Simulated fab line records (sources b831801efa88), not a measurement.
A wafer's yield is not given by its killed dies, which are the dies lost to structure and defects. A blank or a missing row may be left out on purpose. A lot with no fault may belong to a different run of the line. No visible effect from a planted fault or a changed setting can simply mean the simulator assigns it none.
fab line records	flow gf180mcu
record lots=5	wafers=23
route steps=602 shown MIM@521 M5@530 V5@544 TOP_METAL@568
start_h: start of the lot's first displayed wafer, in hours after the record's first day	wait_h: time in hours since the lot's previous step	" repeats the value in the row above	L1.1+2: one row covering several wafers at once	- either no value or no given start	* or withheld: withheld	< > ~ a bound
route shown NAME@n: NAME is a module with steps in the file, n the number in the route of the first one	usual: mean/standard deviation taken from wafers without a fault	same: alike in all rows	chamber/n: place in a boat	sites: each site's reading	_std_site: standard deviation of those values	_edge_site: the outer-site mean with the inner-site mean subtracted	radius_mm: how far each site lies from the wafer's centre	mask NAME#n: copy n	behind: the last tool/chamber to shape the wafer	hold: the reason the lot was held/the length of the hold in hours/how it ended	device: transistor that didn't switch, given as n, p or np	end of line: tests run on the same wafers once the route is complete	where a step has no rows: the recipe by itself	killed: dies that structure and defects cost at the first sort, which is not the same as the wafer's yield	map: shows each die of a wafer: x if killed, . if not, _ if none is there
set.NAME: the run value of the setting; set.NAME@STEP: its run value at that earlier step	model.NAME: the simulator's own value behind a step, which no gauge read
lots with deliberately changed settings; one table per step, one row per wafer
## steps
# step GF_MIM_DEVELOP_18
# recipe develop_time_s=60	dev_temp_c=23
lot.wafer	tool	chamber	start_h	wait_h	set.dev_temp_c
L074.1+2	litho_track-02	0	574.87	0.1	25.66
L074.3+4+6	"	0	"	"	23
L076.1+2+4	litho_track-01	0	598.62	0.1	20.91
L076.5+6	"	0	"	"	23
L077.1+5+6	litho_track-01	0	599.27	0.1	23
L078.1+2+4+5+6	litho_track-01	0	611.37	0.1	23
L080.2+3+6	litho_track-02	0	630.85	0.1	20.38
L080.4+5	"	0	"	"	23
# step GF_MIM_METAL_ETCH_19
# recipe chemistry=Cl2/BCl3	mask_material=NOVOLAK	stop_on=Si3N4	target_depth_nm=324.5	pressure_mtorr=8	icp_w=800	bias_w=140	Cl2_flow_sccm=80	bcl3_flow_sccm=40	time_s=54.1
# usual oes_product_au=0.941/0.0065
lot.wafer	tool	chamber	start_h	wait_h	set.power_w@MIM_SPUTTER_08	oes_product_au
L074.1	rie_metal-02	1	575.02	0.1	11490	0.977
L074.2	"	1	"	"	11490	0.966
L074.3	"	1	"	"	11490	0.975
L074.4	"	1	"	"	10600	0.940
L074.6	"	1	"	"	10600	0.936
L076.1	rie_metal-02	1	598.77	0.1	10600	0.929
L076.2	"	0	"	"	11660	0.964
L076.4	"	1	"	"	10600	0.943
L076.5	"	0	"	"	10600	0.935
L076.6	"	1	"	"	11660	0.974
L077.1	rie_metal-04	0	599.42	0.1	10600	0.937
L077.5	"	0	"	"	10600	0.948
L077.6	"	1	"	"	10600	0.938
L078.1	rie_metal-01	1	611.52	0.1	10090	0.928
L078.2	"	0	"	"	10090	0.920
L078.4	"	0	"	"	10600	0.940
L078.5	"	0	"	"	10090	0.917
L078.6	"	1	"	"	10600	0.950
L080.2	rie_metal-01	0	630.97	0.1	11200	0.968
L080.3	"	1	"	"	10600	0.940
L080.4	"	0	"	"	10600	0.941
L080.5	"	1	"	"	10600	0.937
L080.6	"	0	"	"	11200	0.967
# step GF_MIM_STRIP_20
# recipe chemistry=O2/N2	power_w=1400	pressure_mtorr=1500	platen_temp_c=250	o2_flow_sccm=3000	n2_flow_sccm=300	overash_fraction=0.5
# usual oes_product_au=0.693/0.0048	strip_time_to_endpoint_s=11.23/0.036
lot.wafer	tool	chamber	start_h	wait_h	set.resist_thk_nm@MIM_COAT_14	oes_product_au	strip_time_to_endpoint_s
L074.1	plasma_asher-03	0	575.16	0.1	943.7	0.668	10.55
L074.2	"	1	"	"	943.7	0.671	10.55
L074.3	"	0	"	"	1000	0.693	11.18
L074.4	"	1	"	"	943.7	0.663	10.58
L074.6	"	1	"	"	1000	0.687	11.23
L076.1	plasma_asher-04	0	598.84	0.0	954.4	0.678	10.70
L076.2	"	1	"	"	1000	0.691	11.29
L076.4	"	0	"	"	954.4	0.663	10.69
L076.5	"	0	"	"	1000	0.687	11.28
L076.6	"	1	"	"	954.4	0.673	10.74
L077.1	plasma_asher-04	0	599.49	0.0	1000	0.698	11.23
L077.5	"	1	"	"	1000	0.697	11.22
L077.6	"	0	"	"	1000	0.694	11.19
L078.1	plasma_asher-04	1	611.59	0.0	963.4	0.674	10.80
L078.2	"	0	"	"	1000	0.699	11.25
L078.4	"	0	"	"	1000	0.693	11.30
L078.5	"	1	"	"	963.4	0.672	10.79
L078.6	"	0	"	"	1000	0.692	11.26
L080.2	plasma_asher-04	0	631.04	0.0	1000	0.692	11.20
L080.3	"	0	"	"	1000	0.691	11.24
L080.4	"	1	"	"	1055	0.714	11.92
L080.5	"	0	"	"	1000	0.693	11.26
L080.6	"	1	"	"	1055	0.722	11.86
# step GF_M5_EXPOSE_04
# recipe mask_id=Metal5	target_cd_nm=280	na=0.68	source_shape=conventional	sigma_outer=0.6	dose_mj=28
lot.wafer	tool	chamber	start_h	wait_h	mask	set.dose_mj
L074.1+3+4	krf_scanner-01	0	-	-	Metal5#0	28.93
L074.2+6	"	0	"	"	Metal5#0	28
L076.1+5+6	krf_scanner-01	0	-	-	Metal5#0	28
L076.2+4	"	0	"	"	Metal5#0	29.63
L077.1+5+6	krf_scanner-02	0	-	-	Metal5#0	28
L078.1+2+4	krf_scanner-02	0	-	-	Metal5#0	28
L078.5+6	"	0	"	"	Metal5#0	28.87
L080.2+3+4+5+6	krf_scanner-02	0	-	-	Metal5#0	28
# step GF_M5_PEB_05
# recipe peb_temp_c=135	peb_time_s=90	resist=KrF
# step GF_M5_DEVELOP_06
# recipe develop_time_s=60	dev_temp_c=21
# step GF_M5_CD_MEAS_07
# recipe target_cd_nm=280
# usual cd_nm=279.8/1.1
lot.wafer	tool	chamber	start_h	wait_h	set.dose_mj@M5_EXPOSE_04	cd_nm
L074.1	cd_sem-01	-	596.66	0.1	28.93	275.7
L074.2	"	-	"	"	28	279.6
L074.3	"	-	"	"	28.93	275.6
L074.4	"	-	"	"	28.93	275.0
L074.6	"	-	"	"	28	279.1
L076.1	cd_sem-02	-	620.01	0.1	28	282.8
L076.2	"	-	"	"	29.63	272.8
L076.4	"	-	"	"	29.63	271.8
L076.5	"	-	"	"	28	280.4
L076.6	"	-	"	"	28	280.6
L077.1	cd_sem-01	-	620.36	0.1	28	279.6
L077.5	"	-	"	"	28	278.6
L077.6	"	-	"	"	28	280.3
L078.1	cd_sem-02	-	632.30	0.2	28	279.0
L078.2	"	-	"	"	28	279.8
L078.4	"	-	"	"	28	280.4
L078.5	"	-	"	"	28.87	275.9
L078.6	"	-	"	"	28.87	276.8
L080.2	cd_sem-02	-	650.89	0.1	28	279.2
L080.3	"	-	"	"	28	280.1
L080.4	"	-	"	"	28	280.4
L080.5	"	-	"	"	28	279.6
L080.6	"	-	"	"	28	280.1
# step GF_M5_ETCH_09
# recipe chemistry=CF4/O2	target=Si3N4	target_depth_nm=52	source_w=800	bias_w=150	pressure_mtorr=150	cf4_flow_sccm=80	O2_flow_sccm=10	time_s=11.6
lot.wafer	tool	chamber	start_h	wait_h	set.dose_mj@M5_EXPOSE_04	model.M5.cd_nm
L074.1	rie_diel-01	1	596.82	0.0	28.93	275.7
L074.2	"	0	"	"	28	280
L074.3	"	3	"	"	28.93	275.9
L074.4	"	2	"	"	28.93	274.8
L074.6	"	0	"	"	28	279.3
L076.1	rie_diel-04	1	620.17	0.0	28	282.6
L076.2	"	0	"	"	29.63	273.1
L076.4	"	0	"	"	29.63	271.8
L076.5	"	2	"	"	28	280.7
L076.6	"	1	"	"	28	280.3
L077.1	rie_diel-01	3	620.52	0.0	28	279.2
L077.5	"	2	"	"	28	278.2
L077.6	"	1	"	"	28	280.9
L078.1	rie_diel-04	2	632.46	0.0	28	279.1
L078.2	"	0	"	"	28	280.6
L078.4	"	1	"	"	28	280.7
L078.5	"	0	"	"	28.87	276.1
L078.6	"	2	"	"	28.87	276.7
L080.2	rie_diel-04	2	651.03	0.0	28	279.7
L080.3+4	"	1,2	"	"	28	280.4
L080.5	"	1	"	"	28	279.6
L080.6	"	0	"	"	28	280.1
# step GF_M5_METAL_ETCH_10
# recipe chemistry=Cl2/BCl3	mask_material=KrF	target_depth_nm=627.5	stop_on=SiO2	pressure_mtorr=8	icp_w=800	bias_w=140	Cl2_flow_sccm=80	bcl3_flow_sccm=40	time_s=104.6
lot.wafer	tool	chamber	start_h	wait_h	set.dose_mj@M5_EXPOSE_04	model.M5.cd_nm
L074.1	rie_metal-03	0	596.84	0.0	28.93	274
L074.2	"	1	"	"	28	280
L074.3	"	0	"	"	28.93	273.8
L074.4	"	1	"	"	28.93	274.4
L074.6	"	0	"	"	28	275.4
L076.1	rie_metal-01	1	620.19	0.0	28	283.6
L076.2	"	0	"	"	29.63	270.6
L076.4	"	0	"	"	29.63	272.1
L076.5	"	1	"	"	28	281
L076.6	"	0	"	"	28	282.2
L077.1	rie_metal-02	0	620.54	0.0	28	281.2
L077.5	"	0	"	"	28	278.7
L077.6	"	1	"	"	28	282.9
L078.1	rie_metal-03	1	632.48	0.0	28	278.2
L078.2	"	0	"	"	28	280
L078.4	"	0	"	"	28	280.1
L078.5	"	1	"	"	28.87	275.8
L078.6	"	0	"	"	28.87	277.5
L080.2	rie_metal-02	0	651.05	0.0	28	278
L080.3	"	1	"	"	28	281.6
L080.4	"	0	"	"	28	281.9
L080.5	"	1	"	"	28	282
L080.6	"	0	"	"	28	279.5
# step GF_V5_CMP_04
# recipe material=SiO2	down_force_psi=4	platen_rpm=60	pad_velocity_m_s=0.94248
lot.wafer	tool	chamber	start_h	wait_h	set.leave_above_ref_nm	model.SiO2_of_V5_CVD_02.thk_nm
L074.4	cmp-02	0	597.79	0.0	855	854
L074.1	"	1	"	"	855	856.2
L074.2	"	2	"	"	805.8	806.1
L074.3	"	3	"	"	805.8	805.4
L074.6	"	1	"	"	855	855.5
L076.4	cmp-01	1	621.11	0.0	804.7	804.3
L076.1	"	2	"	"	855	855.9
L076.2	"	0	"	"	855	855.8
L076.6	"	1	"	"	855	854.4
L076.5	"	2	"	"	804.7	804.2
L077.1	cmp-01	1	621.49	0.1	855	856.1
L077.5	"	1	"	"	855	855.3
L077.6	"	2	"	"	855	855.8
L078.1	cmp-01	2	633.45	0.1	877.3	877.6
L078.4	"	3	"	"	877.3	878
L078.2+5	"	0,2	"	"	855	855.4
L078.6	"	1	"	"	877.3	877.8
L080.3	cmp-01	3	651.98	0.0	855	856.1
L080.4+6	"	0	"	"	855	855.7
L080.2	"	1	"	"	879.6	879.6
L080.5	"	3	"	"	879.6	881.5
# step GF_V5_EXPOSE_11
# recipe mask_id=Via5	target_cd_nm=260	na=0.68	source_shape=conventional	sigma_outer=0.6	dose_mj=38
lot.wafer	tool	chamber	start_h	wait_h	mask	set.dose_mj
L074.1+4	krf_scanner-01	0	-	-	Via5#0	38.78
L074.2+3+6	"	0	"	"	Via5#0	38
L076.1+2+4+5+6	krf_scanner-02	0	-	-	Via5#0	38
L077.1+5+6	krf_scanner-02	0	-	-	Via5#0	38
L078.1+2	krf_scanner-02	0	-	-	Via5#0	38
L078.4+5+6	"	0	"	"	Via5#0	38.92
L080.2+5+6	krf_scanner-01	0	-	-	Via5#0	39.36
L080.3+4	"	0	"	"	Via5#0	38
# step GF_V5_DEVELOP_13
# recipe develop_time_s=60	resist=KrF	dev_temp_c=21
lot.wafer	tool	chamber	start_h	wait_h	set.dev_temp_c
L074.1+2+4	litho_track-04	0	618.76	0.2	23.16
L074.3+6	"	0	"	"	21
L076.1+2	litho_track-04	0	641.21	0.2	22.95
L076.4+5+6	"	0	"	"	21
L077.1+5+6	litho_track-02	0	642.02	0.2	21
L078.1+4+5	litho_track-04	0	653.11	0.2	19.4
L078.2+6	"	0	"	"	21
L080.2+4+6	litho_track-04	0	671.84	0.2	18.51
L080.3+5	"	0	"	"	21
# step GF_V5_CD_MEAS_14
# recipe target_cd_nm=260
# usual cd_nm=260.0/1.2
lot.wafer	tool	chamber	start_h	wait_h	set.dose_mj@V5_EXPOSE_11	cd_nm
L074.1	cd_sem-01	-	618.91	0.1	38.78	262.1
L074.2	"	-	"	"	38	259.2
L074.3	"	-	"	"	38	259.4
L074.4	"	-	"	"	38.78	262.9
L074.6	"	-	"	"	38	258.9
L076.1	cd_sem-01	-	641.36	0.1	38	261.2
L076.2	"	-	"	"	38	259.5
L076.4	"	-	"	"	38	260.6
L076.5	"	-	"	"	38	260.7
L076.6	"	-	"	"	38	260.6
L077.1	cd_sem-01	-	642.17	0.1	38	260.2
L077.5	"	-	"	"	38	259.5
L077.6	"	-	"	"	38	260.7
L078.1	cd_sem-02	-	653.26	0.1	38	262.1
L078.2	"	-	"	"	38	261.5
L078.4	"	-	"	"	38.92	265.3
L078.5	"	-	"	"	38.92	265.1
L078.6	"	-	"	"	38.92	265.4
L080.2	cd_sem-01	-	671.98	0.1	39.36	264.0
L080.3	"	-	"	"	38	258.2
L080.4	"	-	"	"	38	261.2
L080.5	"	-	"	"	39.36	264.7
L080.6	"	-	"	"	39.36	264.0
# step GF_V5_ETCH_16
# recipe chemistry=N2/H2	target_depth_a=withheld	overetch_a=withheld	time_s=withheld	target=BARC	ion_energy_ev=200	source_w=500	bias_w=100	pressure_mtorr=30	n2_flow_sccm=100	h2_flow_sccm=200
lot.wafer	tool	chamber	start_h	wait_h	set.dose_mj@V5_EXPOSE_11	model.V5.cd_nm
L074.1	rie_diel-04	0	619.07	0.0	38.78	261.9
L074.2	"	2	"	"	38	259.1
L074.3	"	1	"	"	38	259.7
L074.4	"	2	"	"	38.78	263
L074.6	"	1	"	"	38	259.2
L076.1	rie_diel-04	0	641.52	0.0	38	261.7
L076.2	"	1	"	"	38	260.1
L076.4	"	1	"	"	38	261
L076.5	"	0	"	"	38	260.3
L076.6	"	2	"	"	38	260.7
L077.1	rie_diel-03	0	642.33	0.0	38	259.7
L077.5	"	0	"	"	38	258.2
L077.6	"	1	"	"	38	260.7
L078.1+2	rie_diel-03	1,2	653.42	0.0	38	261.8
L078.4	"	3	"	"	38.92	265.2
L078.5	"	0	"	"	38.92	264.1
L078.6	"	3	"	"	38.92	265.5
L080.2	rie_diel-04	2	672.12	0.0	39.36	264.1
L080.3	"	1	"	"	38	258
L080.4	"	2	"	"	38	260.1
L080.5	"	3	"	"	39.36	264.5
L080.6	"	1	"	"	39.36	264.8
# step GF_V5_ETCH_17
# recipe chemistry=C4F8/O2/Ar	mask_material=KrF	target=SiO2	stop_on=TiN	source_w=1500	bias_w=1200	pressure_mtorr=40	c4f8_flow_sccm=withheld	O2_flow_sccm=6	Ar_flow_sccm=300	time_s=withheld	target_depth_a=8550
# usual oes_product_au=0.859/0.0053
lot.wafer	tool	chamber	start_h	wait_h	set.leave_above_ref_nm@V5_CMP_04	set.dose_mj@V5_EXPOSE_11	oes_product_au	model.V5.feature_depth_nm	model.V5.cd_nm
L074.1	rie_diel-04	0	-	-	855	38.78	0.863	856.2	262.1
L074.2	"	2	"	"	805.8	38	0.831	806.1	258.7
L074.3	"	1	"	"	805.8	38	0.840	805.4	259.3
L074.4	"	2	"	"	855	38.78	0.852	854	263.1
L074.6	"	1	"	"	855	38	0.856	855.5	259.2
L076.1	rie_diel-04	0	-	-	855	38	0.867	855.9	262.2
L076.2	"	1	"	"	855	38	0.850	855.8	260
L076.4	"	1	"	"	804.7	38	0.831	804.3	260.7
L076.5	"	0	"	"	804.7	38	0.830	804.2	261.3
L076.6	"	2	"	"	855	38	0.854	854.4	261
L077.1	rie_diel-03	0	-	-	855	38	0.863	856.1	259.3
L077.5	"	0	"	"	855	38	0.855	855.3	257.8
L077.6	"	1	"	"	855	38	0.864	855.8	260.5
L078.1	rie_diel-03	1	-	-	877.3	38	0.879	877.6	262.2
L078.2	"	2	"	"	855	38	0.859	855.4	262.2
L078.4	"	3	"	"	877.3	38.92	0.865	878	265.7
L078.5	"	0	"	"	855	38.92	0.864	855.4	263.9
L078.6	"	3	"	"	877.3	38.92	0.872	877.8	266.4
L080.2	rie_diel-04	2	-	-	879.6	39.36	0.875	879.6	264.3
L080.3	"	1	"	"	855	38	0.859	856.1	257.9
L080.4	"	2	"	"	855	38	0.860	855.7	260.2
L080.5	"	3	"	"	879.6	39.36	0.887	881.5	265.7
L080.6	"	1	"	"	855	39.36	0.859	855.7	264.7
# step GF_TOP_METAL_SPUTTER_01
# recipe material=TiN	target_thk_nm=30	power_w=6500	time_s=25	chamber_pressure_pa=0.4
lot.wafer	tool	chamber	start_h	wait_h	set.time_s	model.TiN_of_TOP_METAL_SPUTTER_01.thk_nm
L074.1	pvd_sputter-04	-	620.55	0.1	25	29.42
L074.2	"	-	"	"	25	29.49
L074.3	"	-	"	"	22.08	25.86
L074.4	"	-	"	"	22.08	25.94
L074.6	"	-	"	"	22.08	25.98
L076.1	pvd_sputter-04	-	643.01	0.1	22.03	26.87
L076.2	"	-	"	"	25	30.33
L076.4	"	-	"	"	22.03	26.89
L076.5	"	-	"	"	25	30.34
L076.6	"	-	"	"	25	30.27
L077.1	pvd_sputter-01	-	644.06	0.1	25	29.79
L077.5	"	-	"	"	25	29.88
L077.6	"	-	"	"	25	29.96
L078.1	pvd_sputter-01	-	654.96	0.1	25	30.21
L078.2	"	-	"	"	25	30.06
L078.4	"	-	"	"	28.69	34.38
L078.5	"	-	"	"	25	30.1
L078.6	"	-	"	"	28.69	34.93
L080.2	pvd_sputter-04	-	673.60	0.1	26.93	32.11
L080.3	"	-	"	"	26.93	32.31
L080.4	"	-	"	"	26.93	32.14
L080.5	"	-	"	"	25	29.92
L080.6	"	-	"	"	25	29.78
# step GF_TOP_METAL_SPUTTER_02
# recipe material=AlCu	target_thk_nm=900	power_w=10600	chamber_pressure_pa=0.3	substrate_temp_c=250	gas=Ar	time_s=47.82
lot.wafer	tool	chamber	start_h	wait_h	set.time_s	model.AlCu_of_TOP_METAL_SPUTTER_02.thk_nm
L074.1	pvd_sputter-04	-	620.58	0.0	52.33	983
L074.2	"	-	"	"	47.82	899
L074.3	"	-	"	"	47.82	892.3
L074.4	"	-	"	"	47.82	900
L074.6	"	-	"	"	52.33	985.1
L076.1	pvd_sputter-04	-	643.04	0.0	47.82	900
L076.2	"	-	"	"	53.31	992
L076.4	"	-	"	"	53.31	999.1
L076.5	"	-	"	"	47.82	891.1
L076.6	"	-	"	"	53.31	998.6
L077.1	pvd_sputter-01	-	644.09	0.0	47.82	899.4
L077.5	"	-	"	"	47.82	895.8
L077.6	"	-	"	"	47.82	894.4
L078.1	pvd_sputter-01	-	654.99	0.0	45.42	858.1
L078.2	"	-	"	"	45.42	844.1
L078.4	"	-	"	"	47.82	900.6
L078.5	"	-	"	"	47.82	900.5
L078.6	"	-	"	"	45.42	849.3
L080.2	pvd_sputter-04	-	673.63	0.0	47.82	905.2
L080.3	"	-	"	"	47.82	898.3
L080.4	"	-	"	"	45.53	853.8
L080.5	"	-	"	"	45.53	862
L080.6	"	-	"	"	45.53	868.9
# step GF_TOP_METAL_SPUTTER_03
# recipe material=Ti	target_thk_nm=5	substrate_temp_c=300	chamber_pressure_pa=0.3	power_w=3000	time_s=3.3
# step GF_TOP_METAL_SPUTTER_04
# recipe material=TiN	target_thk_nm=25	power_w=6500	time_s=20.8	chamber_pressure_pa=0.4
# step GF_TOP_METAL_RS_MEAS_05
# recipe thk_meas_gauge=four-point-probe	reads=TiN_of_TOP_METAL_SPUTTER_04+Ti_of_TOP_METAL_SPUTTER_03+AlCu_of_TOP_METAL_SPUTTER_02+TiN_of_TOP_METAL_SPUTTER_01+Ti_of_TOP_METAL_SPUTTER_00
# usual TOP_METAL_ALCU_RS=0.03295/0.00024
lot.wafer	tool	chamber	start_h	wait_h	set.time_s@TOP_METAL_SPUTTER_02	TOP_METAL_ALCU_RS[ohm/sq]
L074.1	film_metro-01	-	620.67	0.0	52.33	0.02993
L074.2	"	-	"	"	47.82	0.03282
L074.3	"	-	"	"	47.82	0.03306
L074.4	"	-	"	"	47.82	0.0328
L074.6	"	-	"	"	52.33	0.02995
L076.1	film_metro-04	-	643.13	0.0	47.82	0.03276
L076.2	"	-	"	"	53.31	0.02969
L076.4	"	-	"	"	53.31	0.02945
L076.5	"	-	"	"	47.82	0.03309
L076.6	"	-	"	"	53.31	0.02948
L077.1	film_metro-02	-	644.18	0.0	47.82	0.03285
L077.5	"	-	"	"	47.82	0.03294
L077.6	"	-	"	"	47.82	0.03299
L078.1	film_metro-04	-	655.08	0.0	45.42	0.0344
L078.2	"	-	"	"	45.42	0.03496
L078.4	"	-	"	"	47.82	0.03269
L078.5	"	-	"	"	47.82	0.03276
L078.6	"	-	"	"	45.42	0.03476
L080.2	film_metro-01	-	673.74	0.0	47.82	0.03263
L080.3	"	-	"	"	47.82	0.03278
L080.4	"	-	"	"	45.53	0.03457
L080.5	"	-	"	"	45.53	0.03423
L080.6	"	-	"	"	45.53	0.03392
# step GF_TOP_METAL_THK_MEAS_06
# recipe thk_meas_gauge=xrf	reads=AlCu_of_TOP_METAL_SPUTTER_02
# usual TOP_METAL_ALCU_THK=880/8.3
lot.wafer	tool	chamber	start_h	wait_h	set.time_s@TOP_METAL_SPUTTER_02	TOP_METAL_ALCU_THK[nm]
L074.1	film_metro-01	-	620.79	0.1	52.33	972
L074.2	"	-	"	"	47.82	888
L074.3	"	-	"	"	47.82	881
L074.4	"	-	"	"	47.82	897
L074.6	"	-	"	"	52.33	975
L076.1	film_metro-04	-	643.25	0.1	47.82	883
L076.2	"	-	"	"	53.31	972
L076.4	"	-	"	"	53.31	982
L076.5	"	-	"	"	47.82	877
L076.6	"	-	"	"	53.31	982
L077.1	film_metro-02	-	644.30	0.1	47.82	879
L077.5	"	-	"	"	47.82	878
L077.6	"	-	"	"	47.82	878
L078.1	film_metro-04	-	655.20	0.1	45.42	847
L078.2	"	-	"	"	45.42	835
L078.4	"	-	"	"	47.82	883
L078.5	"	-	"	"	47.82	888
L078.6	"	-	"	"	45.42	840
L080.2	film_metro-01	-	673.85	0.1	47.82	887
L080.3	"	-	"	"	47.82	884
L080.4	"	-	"	"	45.53	842
L080.5	"	-	"	"	45.53	850
L080.6	"	-	"	"	45.53	855
## key
split step=GF_MIM_DEVELOP_18	setting=dev_temp_c	stated=23	by=wafer
response none clear
split step=GF_M5_EXPOSE_04	setting=dose_mj	stated=28	by=wafer
response step=GF_M5_CD_MEAS_07	reading=cd_nm	change=-1.38	per=1%	r=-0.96
response step=GF_M5_ETCH_09	reading=model.M5.cd_nm	change=-1.4	per=1%	r=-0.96
response step=GF_M5_METAL_ETCH_10	reading=model.M5.cd_nm	change=-1.54	per=1%	r=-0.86
split step=GF_V5_CMP_04	setting=leave_above_ref_nm	stated=855	by=wafer
response step=GF_V5_CMP_04	reading=model.SiO2_of_V5_CVD_02.thk_nm	change=+8.63	per=1%	r=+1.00
response step=GF_V5_ETCH_17	reading=oes_product_au	change=+0.00442	per=1%	r=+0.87
response step=GF_V5_ETCH_17	reading=model.V5.feature_depth_nm	change=+8.63	per=1%	r=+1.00
split step=GF_V5_EXPOSE_11	setting=dose_mj	stated=38	by=wafer
response step=GF_V5_CD_MEAS_14	reading=cd_nm	change=+1.38	per=1%	r=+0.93
response step=GF_V5_ETCH_16	reading=model.V5.cd_nm	change=+1.46	per=1%	r=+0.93
response step=GF_V5_ETCH_17	reading=model.V5.cd_nm	change=+1.55	per=1%	r=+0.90
split step=GF_V5_DEVELOP_13	setting=dev_temp_c	stated=21	by=wafer
response none clear
split step=GF_TOP_METAL_SPUTTER_01	setting=time_s	stated=25	by=wafer
response step=GF_TOP_METAL_SPUTTER_01	reading=model.TiN_of_TOP_METAL_SPUTTER_01.thk_nm	change=+0.301	per=1%	r=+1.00
split step=GF_TOP_METAL_SPUTTER_02	setting=time_s	stated=47.82	by=wafer
response step=GF_TOP_METAL_SPUTTER_02	reading=model.AlCu_of_TOP_METAL_SPUTTER_02.thk_nm	change=+9.01	per=1%	r=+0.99
response step=GF_TOP_METAL_RS_MEAS_05	reading=TOP_METAL_ALCU_RS	change=-0.000313	per=1%	r=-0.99
response step=GF_TOP_METAL_THK_MEAS_06	reading=TOP_METAL_ALCU_THK	change=+8.68	per=1%	r=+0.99
split outside_this_file step=GF_MIM_SPUTTER_08 setting=power_w
split outside_this_file step=GF_MIM_COAT_14 setting=resist_thk_nm
# split outside_this_file: this setting was split too, and the file shows its column; the key of that split is in another file
